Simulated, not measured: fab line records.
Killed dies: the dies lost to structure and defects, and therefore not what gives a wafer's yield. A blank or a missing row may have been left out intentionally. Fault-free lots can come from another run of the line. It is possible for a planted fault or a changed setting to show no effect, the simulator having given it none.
What tool caused it? | flow sky130 | 12 lots with 36 wafers sampled at 2 steps, on a route of 708 steps

## WHAT THE GAUGES SHOWED, per wafer
SKY_VIA2_THK_MEAS_01.
lot  | measured     | on           | VIA2_HDPCVD_THK (nm)
L075 | day 35 06:46 | filmMetro-01 | 1180 1161 1171
L077 | day 35 22:49 | filmMetro-04 | 1170 1156 1180
L079 | day 36 20:02 | filmMetro-01 | 1154 1161 1154
L081 | day 37 10:31 | filmMetro-01 | 1171 1162 1171
L083 | day 38 04:35 | filmMetro-03 | 1155 1161 1160
L085 | day 38 14:52 | filmMetro-04 | 1185 1162 1176
L087 | day 39 09:32 | filmMetro-04 | 1194 1173 1184
L089 | day 40 00:50 | filmMetro-01 | 1192 1186 1186
L091 | day 40 12:41 | filmMetro-01 | 1199 1194 1201
L094 | day 41 09:59 | filmMetro-03 | 1165 1149 1150
L095 | day 41 13:15 | filmMetro-03 | 1167 1148 1160
L097 | day 42 00:01 | filmMetro-03 | 1170 1159 1172

## TOOL THAT RAN EACH LOT (tool first, then ch and the chambers of the sampled wafers, then the start)
lot  | SKY_LDD_P_STRIP_10
L075 | plasmaAsher-01 ch 0,1, day 19 04:36
L077 | plasmaAsher-04 ch 0,1, day 20 02:49
L079 | plasmaAsher-03 ch 0,1, day 20 23:21
L081 | plasmaAsher-01 ch 0,1, day 21 17:58
L083 | plasmaAsher-04 ch 0,1, day 22 16:06
L085 | plasmaAsher-01 ch 1, day 23 01:57
L087 | plasmaAsher-04 ch 0,1, day 24 01:38
L089 | plasmaAsher-03 ch 0,1, day 24 19:43
L091 | plasmaAsher-04 ch 0,1, day 25 09:03
L094 | plasmaAsher-03 ch 0,1, day 26 10:12
L095 | plasmaAsher-01 ch 0,1, day 26 15:53
L097 | plasmaAsher-03 ch 0,1, day 27 04:02
- SKY_LDD_P_STRIP_10: strips in O2/N2.

## THE ANSWER, worked out from the rows above alone
Rule: what is usual is taken from the lots themselves. The widest of any qualifying gaps counts: lots, ordered by their means at a reading, are off when they make up no more than a third of the lots, leave a main group of 4 or more, and stand apart from it by 3 or more times the standard deviation of that group's means. If all means in a main group match to the digits the tables above print for the reading, that group is not used. A lot without any number at a reading at which 4 lots or more have one is off too. All remaining lots with rows at the step are treated as sound.
No lot is off on any of the readings shown, so nothing can be concluded from this.

## WHAT HAD BEEN PUT IN BY THE SIMULATOR
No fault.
